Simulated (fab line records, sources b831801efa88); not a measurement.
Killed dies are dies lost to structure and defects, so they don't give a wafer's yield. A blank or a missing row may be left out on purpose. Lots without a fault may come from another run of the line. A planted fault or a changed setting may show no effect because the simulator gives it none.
fab line records | flow gf180mcu
record lots=6 wafers=18 last_day=34
route steps=602 shown V3@434
lots that met no fault: from a run of the same line without faults
start_h: hours from the record's first day to the start of the lot's first wafer shown | wait_h: hours since the lot's step before | " the same as in the row above | L1.1+2: a row that stands for several wafers | - no value, or no start given | * or withheld: withheld | < > ~ a bound
route shown NAME@n: a module of which the file shows steps, and the number in the route of the first | usual: mean/standard deviation of fault-free wafers | same: alike in all rows | chamber/n: place in a boat | sites: the reading at each site | _std_site: their standard deviation | _edge_site: outer sites' mean less inner sites' | radius_mm: how far each site lies from the wafer's centre | mask NAME#n: copy n | behind: the tool/chamber that last shaped the wafer | hold: why the lot was held/for how many hours/how that ended | device: the transistor (n, p or np) that didn't switch | end of line: the same wafers' tests at the end of the route | a step without rows: its recipe alone | killed: dies lost to structure and defects at the first sort, not the wafer's yield | map: a wafer's dies, x killed, . not, _ none there
set.NAME: the setting as run; set.NAME@STEP: as run at that earlier step | model.NAME: the simulator's own value behind a step, which no gauge read
lots at some steps of the route; a table a step, a row a wafer
services: from which hour (start_h, from the record's first day; less than 0 if before it) a tool's chamber was out of use, for how many hours, and why
## steps
# step GF_V3_BOW_MEAS_05
# recipe mode=bow
# usual V3_BOW=116/7.5
# columns lot.wafer tool chamber start_h wait_h V3_BOW[um]
L274.1 film_metro-04 - 528.43 0.1 116
L274.4 " - " " 114
L274.6 " - " " 111
L276.3 film_metro-04 - 551.40 0.2 105
L276.5 " - " " 104
L276.6 " - " " 113
L282.2 film_metro-04 - 593.67 0.3 110
L282.5 " - " " 112
L282.6 " - " " 106
L283.3 film_metro-03 - 609.91 0.3 111
L283.4 " - " " 110
L283.5 " - " " 110
L291.2 film_metro-04 - 659.67 0.1 117
L291.5 " - " " 112
L291.6 " - " " 106
L292.1 film_metro-04 - 667.11 0.1 111
L292.2 " - " " 123
L292.5 " - " " 117
# step GF_V3_DEHYDRATE_06
# recipe temp_c=200 time_s=60
# step GF_V3_HMDS_07
# recipe prime_time_s=60 prime_temp_c=120
# step GF_V3_COAT_08
# recipe resist=BARC temp_c=withheld time_s=withheld spin_rpm=withheld resist_thk_nm=withheld
# step GF_V3_COAT_09
# recipe resist=KrF spin_rpm=withheld resist_thk_nm=1000
# step GF_V3_SOFTBAKE_10
# recipe temp_c=130 time_s=60 resist=KrF
# step GF_V3_EXPOSE_11
# recipe mask_id=Via3 target_cd_nm=260 na=0.68 source_shape=conventional sigma_outer=0.6 dose_mj=38
# step GF_V3_PEB_12
# recipe peb_temp_c=135 peb_time_s=90 resist=KrF
# step GF_V3_DEVELOP_13
# recipe develop_time_s=60 resist=KrF dev_temp_c=21
# step GF_V3_CD_MEAS_14
# recipe target_cd_nm=260
# usual cd_nm=259.9/1.1
# columns lot.wafer tool chamber start_h wait_h cd_nm
L274.1 cd_sem-01 - 551.10 0.1 260.0
L274.4 " - " " 259.9
L274.6 " - " " 259.4
L276.3 cd_sem-01 - 573.62 0.1 257.8
L276.5 " - " " 257.4
L276.6 " - " " 257.9
L282.2 cd_sem-01 - 615.32 0.1 258.0
L282.5 " - " " 258.9
L282.6 " - " " 259.5
L283.3 cd_sem-02 - 629.69 0.1 260.2
L283.4 " - " " 260.4
L283.5 " - " " 260.0
L291.2 cd_sem-01 - 678.72 0.1 260.6
L291.5 " - " " 261.0
L291.6 " - " " 261.1
L292.1 cd_sem-01 - 685.30 0.1 258.4
L292.2 " - " " 258.9
L292.5 " - " " 258.5
# step GF_V3_OVL_MEAS_15
# usual V3_OVL=3/5.1
# columns lot.wafer tool chamber start_h wait_h V3_OVL[nm]
L274.1 overlay-02 - 551.22 0.1 11
L274.4 " - " " 6
L274.6 " - " " 14
L276.3 overlay-01 - 573.72 0.1 7
L276.5 " - " " -3
L276.6 " - " " 4
L282.2 overlay-01 - 615.43 0.1 -4
L282.5 " - " " 4
L282.6 " - " " 1
L283.3 overlay-01 - 629.78 0.1 16
L283.4 " - " " 3
L283.5 " - " " 5
L291.2 overlay-02 - 678.82 0.1 11
L291.5 " - " " 2
L291.6 " - " " 12
L292.1 overlay-02 - 685.42 0.1 0
L292.2 " - " " 0
L292.5 " - " " 6
# step GF_V3_ETCH_16
# recipe chemistry=N2/H2 target_depth_a=withheld overetch_a=withheld time_s=withheld target=BARC ion_energy_ev=200 source_w=500 bias_w=103.7 pressure_mtorr=30 n2_flow_sccm=100 h2_flow_sccm=200
# usual bias_w=103.68/0.28 chamber_pressure_mTorr=30.00/0.035 drypump_motor_current_A=5.8/0.51 oes_product_au=0.855/0.005 throttle_valve_pct=13.224/0.0089
# columns lot.wafer tool chamber start_h wait_h bias_w chamber_pressure_mTorr drypump_motor_current_A oes_product_au throttle_valve_pct
L274.1 rie_diel-02 1 551.26 0.0 103.80 30.01 5.3 0.847 13.211
L274.4 " 1 " " 103.84 30.00 5.3 0.859 13.224
L274.6 " 0 " " 103.80 30.02 5.7 0.853 13.219
L276.3 rie_diel-01 1 573.74 0.0 104.12 29.99 6.4 0.849 13.217
L276.5 " 0 " " 103.24 30.04 5.7 0.849 13.221
L276.6 " 1 " " 104.35 29.99 6.5 0.850 13.229
L282.2 rie_diel-04 2 615.46 0.0 103.50 29.98 5.4 0.855 13.220
L282.5 " 1 " " 103.54 29.99 5.0 0.849 13.233
L282.6 " 0 " " 103.42 30.00 6.7 0.841 13.219
L283.3 rie_diel-02 2 629.81 0.0 103.75 29.99 6.2 0.857 13.218
L283.4 " 0 " " 103.82 29.99 5.7 0.857 13.211
L283.5 " 1 " " 103.41 30.00 5.3 0.851 13.224
L291.2 rie_diel-01 0 678.85 0.0 103.63 29.97 5.7 0.856 13.230
L291.5 " 1 " " 103.31 29.96 6.4 0.854 13.231
L291.6 " 0 " " 104.18 30.04 5.7 0.853 13.213
L292.1 rie_diel-04 1 685.45 0.0 103.86 29.97 5.0 0.854 13.247
L292.2 " 0 " " 103.42 29.98 6.6 0.847 13.220
L292.5 " 2 " " 103.47 29.98 5.4 0.858 13.236
# step GF_V3_ETCH_17
# recipe chemistry=C4F8/O2/Ar mask_material=KrF target=SiO2 stop_on=TiN source_w=1500 bias_w=1200 pressure_mtorr=40 c4f8_flow_sccm=withheld O2_flow_sccm=6 Ar_flow_sccm=300 time_s=withheld target_depth_a=6350
# usual bias_w=1200/3.5 chamber_pressure_mTorr=40.01/0.048 oes_product_au=0.856/0.0044
# columns lot.wafer tool chamber start_h wait_h bias_w chamber_pressure_mTorr oes_product_au
L274.1 rie_diel-02 1 551 - 1202 40.05 0.851
L274.4 " 1 " " 1201 39.99 0.861
L274.6 " 0 " " 1196 40.03 0.852
L276.3 rie_diel-01 1 573 - 1199 39.94 0.857
L276.5 " 0 " " 1195 40.10 0.848
L276.6 " 1 " " 1197 40.02 0.853
L282.2 rie_diel-04 2 615 - 1203 39.99 0.859
L282.5 " 1 " " 1195 40.02 0.857
L282.6 " 0 " " 1193 39.98 0.851
L283.3 rie_diel-02 2 629 - 1202 39.95 0.856
L283.4 " 0 " " 1206 40.01 0.854
L283.5 " 1 " " 1199 40.07 0.860
L291.2 rie_diel-01 0 678 - - - -
L291.5 " 1 " " - - -
L291.6 " 0 " " - - -
L292.1 rie_diel-04 1 685 - - - -
L292.2 " 0 " " - - -
L292.5 " 2 " " - - -
# step GF_V3_STRIP_18
# recipe chemistry=O2/N2 power_w=1400 pressure_mtorr=1500 platen_temp_c=250 o2_flow_sccm=3000 n2_flow_sccm=300 overash_fraction=0.5
# usual drypump_motor_current_A=5.8/0.44 heater_power_w=322/10 oes_product_au=0.592/0.0053 platen_temp_c=250.02/0.15
# columns lot.wafer tool chamber start_h wait_h drypump_motor_current_A heater_power_w oes_product_au platen_temp_c rf_hours_counter_h
L274.1 plasma_asher-04 1 551.39 - 6.2 338 0.590 249.68 90
L274.4 " 0 " " 5.1 322 0.598 250.10 -
L274.6 " 0 " " 5.0 317 0.588 249.99 -
L276.3 plasma_asher-04 1 573.90 - 6.2 329 0.589 250.17 -
L276.5 " 1 " " 6.3 340 0.593 250.10 -
L276.6 " 0 " " 5.0 325 0.597 249.96 -
L282.2 plasma_asher-01 0 615.58 - 5.4 322 0.591 250.19 50
L282.5 " 1 " " 6.1 311 0.585 249.96 -
L282.6 " 0 " " 5.4 324 0.597 250.19 -
L283.3 plasma_asher-04 1 629.97 - 6.2 335 0.594 250.18 -
L283.4 " 0 " " 5.1 321 0.593 250.03 -
L283.5 " 1 " " 6.2 331 0.595 249.90 -
L291.2 plasma_asher-01 1 679.03 - 6.1 311 0.676 250.17 57
L291.5 " 1 " " 6.1 305 0.669 250.11 -
L291.6 " 0 " " 5.4 324 0.666 250.24 -
L292.1 plasma_asher-02 0 685.58 - 5.8 308 0.669 250.22 29
L292.2 " 1 " " 6.0 326 0.664 249.73 29
L292.5 " 0 " " 5.9 307 0.664 249.96 -
# step GF_V3_STRIP_19
# recipe chemistry=post_etch_residue_remover time_s=1200 temp_c=72.5
## services
# columns tool chamber start_h hours kind
rie_diel-01 - 529.95 2.8 pm
rie_diel-01 2 540.44 3.1 repair
rie_diel-04 1 541.45 - clean
rie_diel-04 1 541.45 13.1 scheduled_down
rie_diel-04 1 541.45 13.1 vent_cycle
rie_diel-02 3 549.29 9.9 repair
rie_diel-01 1 554.65 4.8 repair
rie_diel-02 - 559.84 0.6 repair
rie_diel-01 - 580.33 0.1 repair
rie_diel-04 1 582.83 2.6 repair
rie_diel-01 2 585.82 5.7 repair
rie_diel-04 3 607.54 4.2 repair
rie_diel-04 0 618.10 - clean
rie_diel-04 0 618.10 30.4 scheduled_down
rie_diel-04 0 618.10 30.4 vent_cycle
rie_diel-02 1 635.85 - clean
rie_diel-02 1 635.85 17.4 scheduled_down
rie_diel-02 1 635.85 17.4 vent_cycle
rie_diel-01 3 644.59 5.8 repair
plasma_asher-04 - 650.99 3.9 repair
plasma_asher-04 - 654.85 14.6 pm
rie_diel-02 3 667.13 6.8 repair
plasma_asher-04 - 678.85 11.2 repair
## key
first_sign step=GF_V3_ETCH_17 reading=tool_record direction=missing
effect step=GF_V3_STRIP_18 reading=oes_product_au direction=up sigmas=14 usual=0.592 struck=0.668
met_at GF_V3_ETCH_17
struck_wafers L291.2,L291.5,L291.6,L292.1,L292.2,L292.5
later_rows_left_out L291.2,L291.5,L291.6,L292.1,L292.2,L292.5
sort_left_out L291.2,L291.5,L291.6,L292.1,L292.2,L292.5
onset_between 615 678
fault kind=skipped_step_whole tool=rie_diel-01,rie_diel-04 chamber=- onset_h=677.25 steps=GF_V3_ETCH_17 scope=struck_lots_only
# sort_left_out: the simulated sort isn't trusted on such a fault, so these wafers' sort isn't shown, and their yield isn't known
# later_rows_left_out: the simulator's readings of these wafers behind a module that went badly wrong aren't trusted and aren't shown, but for the sort
